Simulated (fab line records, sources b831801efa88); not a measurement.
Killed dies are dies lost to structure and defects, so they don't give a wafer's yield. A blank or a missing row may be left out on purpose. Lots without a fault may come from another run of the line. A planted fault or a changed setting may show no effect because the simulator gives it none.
Problem report in the 8D (eight disciplines) form, filled by code | flow sky130 | the parts of the form that need people (team, actions taken, sign-off) are left out

1. THE PROBLEM
POLY_GATE_CVD_03_THK at SKY_POLY_GATE_THK_MEAS_04 reads a mean of 136.1 nm on 9 wafers of 3 lots; wafers without a fault read 75.2 nm with a standard deviation of 0.76. That is +80 standard deviations from the usual mean.
First seen on wafer L268.1, day 18 02:22, on film_metro-04. The record holds 30 wafers of 10 lots with a number at this step. Rule for "out", or "out of limits": more than 4 standard deviations from the usual mean. The other wafers with a number count as sound.

2. WHAT IT IS AND WHAT IT IS NOT
question                    | is                           | is not
which readings at this step | POLY_GATE_CVD_03_THK         | -
which lots                  | L268, L269, L270             | L263, L265, L278, L279, L280, L281, L283
which wafers of those lots  | all that have a number       | -
read on which gauges        | film_metro-02, film_metro-04 | film_metro-01
when                        | from day 18 02:22            | up to then (6 sound wafers); but 15 sound wafers of L278, L279, L280, L281, L283 came after

3. SUSPECTS, AND WHAT RULES EACH OUT
Counting: a tool at a process step up to the reading stays a suspect if it ran every lot that is out and no sound lot after the first of them.
- the gauge at SKY_POLY_GATE_THK_MEAS_04: ruled out. The wafers that are out were read on 2 gauges (film_metro-02, film_metro-04).
- lpcvd-02 at SKY_POLY_GATE_CVD_03 (deposits Si3N4 from DCS/NH3, target thk 75 nm, time 1290 s): ruled out as a lasting fault. Sound lots L278, L279, L280, L281, L283 ran on it after its first lot that is out, L268 (day 18 01:01).
Left after counting: nothing in the record.

4. THE CAUSE (what the simulator had put in)
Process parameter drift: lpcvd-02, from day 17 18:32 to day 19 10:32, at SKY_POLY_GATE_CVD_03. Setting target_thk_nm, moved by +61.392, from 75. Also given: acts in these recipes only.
Counting ruled it out, wrongly: the rule takes a fault to strike every lot that its tool runs from its start on, and this one did not.

5. THE CHAIN OF EFFECTS, in route order
Each row: a reading whose mean over the struck wafers that have a number lies more than 3 standard deviations from the usual. Only readings for which the record gives a usual standard deviation are gone through. hours: the time from each lot's start at the first step in this table that gives one to its start at this step, as a median over the lots. sigmas: the change in usual standard deviations.
hours | step                      | reading              | usual      | on struck wafers | change | sigmas
0     | SKY_POLY_GATE_THK_MEAS_04 | POLY_GATE_CVD_03_THK | 75.2 nm    | 136.1            | +60.9  | +80
31    | SKY_POLY_GATE_ETCH_16     | oes_product_au       | 0.642 a.u. | 0.855            | +0.213 | +42
219   | SKY_POLY_CUT_ETCH_11      | oes_product_au       | 0.831 a.u. | 0.997            | +0.166 | +27
713   | SKY_PAD_OPEN_PROBE_99     | killed_at_front_end  | 16         | 421              | +405   | +83
713   | SKY_PAD_OPEN_PROBE_99     | killed_dies          | 88         | 492              | +404   | +37
713   | SKY_PAD_OPEN_PROBE_99     | killed_on_rim        | 17         | 96               | +79    | +23
The process steps in it:
- SKY_POLY_GATE_ETCH_16: etches Si3N4 in CH3F/O2, stops on poly-Si, time 147.5 s, target depth 75 nm.
- SKY_POLY_CUT_ETCH_11: etches Si3N4 in CF4/CH2F2/Ar, stops on poly-Si, time 42.5 s, target depth 60 nm.
- SKY_PAD_OPEN_PROBE_99

6. WHAT WOULD HAVE CAUGHT IT SOONER
In this record the first reading out of limits at a measuring or inspecting step was taken at day 18 02:22, 8 hours after the fault began at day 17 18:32.
